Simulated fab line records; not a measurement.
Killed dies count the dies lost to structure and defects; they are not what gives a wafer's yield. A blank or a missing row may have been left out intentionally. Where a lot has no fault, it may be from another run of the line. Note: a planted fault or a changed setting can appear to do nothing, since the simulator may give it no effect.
Matching of chambers -- flow sky130 -- 4 sister chambers for SKY_CONTACT_CMP_27 on cmp-01
The step polishes, stops on SiO2, t overpolish 15 s, target thk 0 nm. 4 wafers are shown with their chamber, then 8 later ones without.

== WAFERS, EACH WITH ITS CHAMBER ==
wafer,chamber,motor_current_A (A)
L686.1,2,10.6
L686.2,0,11.5
L686.6,1,9.5
L688.3,3,11.0

== WAFERS WITH NO CHAMBER GIVEN ==
wafer,motor_current_A (A)
L688.5,11.2
L688.6,9.8
L689.1,9.9
L689.3,11.6
L689.4,11.4
L690.1,9.9
L690.3,11.8
L690.5,11.1

== CHAMBER TAKEN BY EACH ==
wafer,from the rows above,in truth
L688.5,can't be placed: 3 or 0 or 2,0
L688.6,can't be placed: 1 or 2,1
L689.1,can't be placed: 1 or 2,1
L689.3,can't be placed: 0 or 3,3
L689.4,can't be placed: 0 or 3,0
L690.1,can't be placed: 1 or 2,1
L690.3,can't be placed: 0 or 3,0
L690.5,can't be placed: 3 or 0 or 2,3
Placed correctly: 0 of 8. From these rows, 8 cannot be placed; in 8 the true chamber is one of the candidates. Placed wrongly: 0.
How it was worked out, from the rows above alone: a wafer's distance from a chamber is the root of the sum, over the readings, of the square of ((its reading less the chamber's mean) divided by the reading's scatter). The wafer belongs to the nearest chamber; if the next one is less than 2 further off, it can't be placed. Each chamber's mean is taken over the wafers shown for it. The scatter: root of mean squared gap, hidden wafer to nearest shown wafer, with one shown wafer a chamber.
